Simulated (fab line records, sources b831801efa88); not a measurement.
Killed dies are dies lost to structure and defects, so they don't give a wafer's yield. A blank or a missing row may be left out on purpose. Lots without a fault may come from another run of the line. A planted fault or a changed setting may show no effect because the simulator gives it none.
fab line records | flow sky130
record lots=7 wafers=21 last_day=51
route steps=708 shown METAL4@635 VIA4@639
lots that met no fault: from a run of the same line without faults
start_h: hours from the record's first day to the start of the lot's first wafer shown | wait_h: hours since the lot's step before | " the same as in the row above | L1.1+2: a row that stands for several wafers | - no value, or no start given | * or withheld: withheld | < > ~ a bound
route shown NAME@n: a module of which the file shows steps, and the number in the route of the first | usual: mean/standard deviation of fault-free wafers | same: alike in all rows | chamber/n: place in a boat | sites: the reading at each site | _std_site: their standard deviation | _edge_site: outer sites' mean less inner sites' | radius_mm: how far each site lies from the wafer's centre | mask NAME#n: copy n | behind: the tool/chamber that last shaped the wafer | hold: why the lot was held/for how many hours/how that ended | device: the transistor (n, p or np) that didn't switch | end of line: the same wafers' tests at the end of the route | a step without rows: its recipe alone | killed: dies lost to structure and defects at the first sort, not the wafer's yield | map: a wafer's dies, x killed, . not, _ none there
set.NAME: the setting as run; set.NAME@STEP: as run at that earlier step | model.NAME: the simulator's own value behind a step, which no gauge read
lots at some steps of the route; a table a step, a row a wafer
services: from which hour (start_h, from the record's first day; less than 0 if before it) a tool's chamber was out of use, for how many hours, and why
## steps
# step SKY_METAL4_STRIP_19
# recipe chemistry=O2/N2 power_w=1400 pressure_mtorr=1500 platen_temp_c=withheld o2_flow_sccm=3000 n2_flow_sccm=300 overash_fraction=0.5
# usual drypump_motor_current_A=5.88/0.29 oes_product_au=0.501/0.0055 strip_time_to_endpoint_s=6.52/0.068
# same overash_fraction=0.5
# columns lot.wafer tool chamber start_h wait_h drypump_motor_current_A oes_product_au rf_hours_counter_h strip_time_to_endpoint_s
L690.3 plasma_asher-02 1 1046.76 0.1 6.32 0.510 - 6.48
L690.4 " 0 " " 5.68 0.505 - 6.64
L690.6 " 0 " " 5.71 0.505 - 6.63
L693.1 plasma_asher-02 0 1060.96 0.1 5.67 0.487 87 6.45
L693.3 " 0 " " 5.70 0.495 - 6.41
L693.5 " 0 " " 5.68 0.503 - 6.55
L703.1 plasma_asher-02 0 1121.83 0.1 5.70 0.507 93 6.61
L703.4 " 0 " " 5.69 0.499 - 6.48
L703.6 " 0 " " 5.70 0.504 - 6.66
L704.2 plasma_asher-02 0 1124.11 0.1 5.66 0.500 93 6.46
L704.4 " 1 " " 6.32 0.510 - 6.47
L704.6 " 1 " " 6.32 0.497 - 6.50
L705.2 plasma_asher-04 1 1137.71 0.1 5.67 0.510 70 6.67
L705.4 " 1 " " 5.70 0.506 - 6.67
L705.5 " 1 " " 5.72 0.501 - 6.63
L706.1 plasma_asher-03 1 1138.93 0.1 5.63 0.507 7 6.55
L706.3 " 0 " " 5.66 0.505 - 6.53
L706.4 " 1 " " 5.63 0.503 - 6.50
L707.1 plasma_asher-02 1 1144.81 0.1 6.32 0.504 95 6.49
L707.2 " 0 " " 5.69 0.494 95 6.43
L707.3 " 1 " " 6.34 0.502 - 6.54
# step SKY_METAL4_STRIP_20
# recipe chemistry=post_etch_residue_remover time_s=1200 temp_c=72.5
# step SKY_METAL4_CLEAN_21
# recipe chemistry=IPA time_s=180 temp_c=25
# step SKY_METAL4_CLEAN_22
# recipe chemistry=O3/DIW dry=n2_spin
# step SKY_VIA4_HDPCVD_00
# recipe material=SiO2 target_thk_nm=1750 sigma_open_frac=0.3 time_s=291.7 temp_c=400 sih4_flow_sccm=60 pressure_mtorr=6
# step SKY_VIA4_THK_MEAS_01
# recipe reads=SiO2_of_VIA4_HDPCVD_00
# usual VIA4_HDPCVD_THK=1754/21
# columns lot.wafer tool chamber start_h wait_h VIA4_HDPCVD_THK[nm]
L690.3 film_metro-01 - 1047.55 0.1 1727
L690.4 " - " " 1729
L690.6 " - " " 1743
L693.1 film_metro-01 - 1061.74 0.1 1764
L693.3 " - " " 1752
L693.5 " - " " 1762
L703.1 film_metro-01 - 1122.68 0.1 1759
L703.4 " - " " 1764
L703.6 " - " " 1752
L704.2 film_metro-02 - 1125.46 0.1 1716
L704.4 " - " " 1709
L704.6 " - " " 1750
L705.2 film_metro-03 - 1138.53 0.1 1769
L705.4 " - " " 1755
L705.5 " - " " 1770
L706.1 film_metro-02 - 1139.71 0.1 1735
L706.3 " - " " 1771
L706.4 " - " " 1760
L707.1 film_metro-02 - 1145.60 0.1 1761
L707.2 " - " " 1748
L707.3 " - " " 1715
# step SKY_VIA4_CMP_02
# recipe material=SiO2 down_force_psi=4 platen_rpm=60 pad_velocity_m_s=0.94248
# usual motor_current_A=12.5/1.3 platen_rpm=60.01/0.034
# columns lot.wafer tool chamber start_h wait_h motor_current_A platen_rpm
L690.4 cmp-02 2 1047.64 0.1 11.6 60.01
L690.3 " 3 " " 10.9 60.08
L690.6 " 1 " " 13.4 59.97
L693.3 cmp-02 0 1061.85 0.1 13.2 60.01
L693.1 " 2 " " 11.6 60.01
L693.5 " 0 " " 13.8 59.99
L703.4 cmp-01 3 1122.79 0.1 11.2 59.98
L703.1 " 0 " " 13.4 60.06
L703.6 " 2 " " 11.1 60.03
L704.2 cmp-01 3 1125.51 0.0 10.9 60.00
L704.4 " 1 " " 15.0 59.96
L704.6 " 3 " " 11.5 59.99
L705.2 cmp-01 1 1138.58 0.0 14.7 60.02
L705.4 " 3 " " 11.2 59.97
L705.5 " 2 " " 11.1 59.99
L706.4 cmp-02 1 1139.77 0.0 13.0 60.02
L706.3 " 2 " " 11.9 60.01
L706.1 " 0 " " 12.5 59.93
L707.1 cmp-02 3 1145.71 0.1 11.0 60.04
L707.3 " 0 " " 12.8 60.03
L707.2 " 1 " " 13.7 59.97
# step SKY_VIA4_BOW_MEAS_03
# recipe mode=bow
# usual VIA4_BOW=82/8.1
# columns lot.wafer tool chamber start_h wait_h VIA4_BOW[um]
L690.3 film_metro-01 - 1047.93 0.2 86
L690.4 " - " " 69
L690.6 " - " " 70
L693.1 film_metro-03 - 1062.10 0.1 77
L693.3 " - " " 81
L693.5 " - " " 82
L703.1 film_metro-03 - 1123.04 0.1 79
L703.4 " - " " 82
L703.6 " - " " 82
L704.2 film_metro-01 - 1125.83 0.3 82
L704.4 " - " " 76
L704.6 " - " " 82
L705.2 film_metro-03 - 1138.90 0.3 77
L705.4 " - " " 85
L705.5 " - " " 77
L706.1 film_metro-01 - 1140.07 0.1 88
L706.3 " - " " 90
L706.4 " - " " 96
L707.1 film_metro-02 - 1145.96 0.2 77
L707.2 " - " " 75
L707.3 " - " " 78
# step SKY_VIA4_DEHYDRATE_04
# recipe temp_c=200 time_s=60
# step SKY_VIA4_HMDS_05
# recipe prime_time_s=60 prime_temp_c=120
# step SKY_VIA4_COAT_06
# recipe resist=NOVOLAK spin_rpm=3000 resist_thk_nm=1140
# step SKY_VIA4_SOFTBAKE_07
# recipe temp_c=90 time_s=60 resist=NOVOLAK
# step SKY_VIA4_EXPOSE_08
# recipe mask_id=VIM4 na=0.6 source_shape=conventional sigma_outer=0.6 polarization=unpolarized target_cd_nm=800 dose_mj=132
# usual exposure_dose_mJ_cm2=132.01/0.13 focus_offset_nm=0.0/0.48
# columns lot.wafer tool chamber start_h wait_h mask exposure_dose_mJ_cm2 focus_offset_nm
L690.3 iline_stepper-01 0 1059.02 - VIM4#0 132.03 0.0
L690.4 " 0 " " VIM4#0 132.05 -0.1
L690.6 " 0 " " VIM4#0 132.09 -0.2
L693.1 iline_stepper-01 0 1073.56 - VIM4#0 132.03 -0.4
L693.3 " 0 " " VIM4#0 131.84 -1.0
L693.5 " 0 " " VIM4#0 132.00 0.2
L703.1 iline_stepper-02 - 1132.98 - VIM4#0 - -
L703.4 " - " " VIM4#0 - -
L703.6 " - " " VIM4#0 - -
L704.2 iline_stepper-01 - 1136.44 - VIM4#0 - -
L704.4 " - " " VIM4#0 - -
L704.6 " - " " VIM4#0 - -
L705.2 iline_stepper-02 - 1148.48 - VIM4#0 - -
L705.4 " - " " VIM4#0 - -
L705.5 " - " " VIM4#0 - -
L706.1 iline_stepper-01 0 1149.66 - VIM4#0 132.18 -0.7
L706.3 " 0 " " VIM4#0 131.90 0.0
L706.4 " 0 " " VIM4#0 132.03 -0.5
L707.1 iline_stepper-02 0 1155.48 - VIM4#0 131.84 -0.3
L707.2 " 0 " " VIM4#0 131.84 0.0
L707.3 " 0 " " VIM4#0 132.05 0.1
# step SKY_VIA4_PEB_09
# recipe temp_c=withheld time_s=* resist=NOVOLAK
## services
# columns tool chamber start_h hours kind
iline_stepper-02 - 1050.74 1.7 pm
plasma_asher-03 - 1055.25 9.0 pm
plasma_asher-03 0 1055.25 9.0 vent_cycle
plasma_asher-03 1 1055.25 9.0 vent_cycle
cmp-02 - 1063.77 0.3 repair
plasma_asher-03 0 1064.25 - clean
plasma_asher-03 1 1064.25 - clean
cmp-01 - 1066.94 6.1 repair
plasma_asher-02 - 1067.98 1.8 repair
plasma_asher-03 - 1071.91 3.8 repair
cmp-01 - 1084.28 4.0 pm
iline_stepper-01 - 1086.74 1.7 pm
cmp-02 - 1087.09 0.4 repair
cmp-01 - 1088.28 - consumable_replace:conditioner
cmp-01 - 1088.28 - consumable_replace:pad
cmp-02 - 1096.98 1.0 repair
plasma_asher-02 - 1102.45 1.2 repair
cmp-02 - 1105.87 4.3 repair
cmp-02 - 1130.17 6.0 repair
plasma_asher-03 - 1145.82 3.5 repair
cmp-02 - 1152.72 1.0 repair
## key
first_sign step=SKY_VIA4_EXPOSE_08 reading=tool_record direction=missing
effect none on later readings
met_at SKY_VIA4_EXPOSE_08
struck_wafers L703.1,L703.4,L703.6,L704.2,L704.4,L704.6,L705.2,L705.4,L705.5
later_rows_left_out L703.1,L703.4,L703.6,L704.2,L704.4,L704.6,L705.2,L705.4,L705.5
sort_left_out L703.1,L703.4,L703.6,L704.2,L704.4,L704.6,L705.2,L705.4,L705.5
onset_between 1073.56 1132.98
fault kind=skipped_step_whole tool=iline_stepper-01,iline_stepper-02 chamber=- onset_h=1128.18 steps=SKY_VIA4_EXPOSE_08 scope=struck_lots_only
# sort_left_out: the simulated sort isn't trusted on such a fault, so these wafers' sort isn't shown, and their yield isn't known
# later_rows_left_out: the simulator's readings of these wafers behind a module that went badly wrong aren't trusted and aren't shown, but for the sort
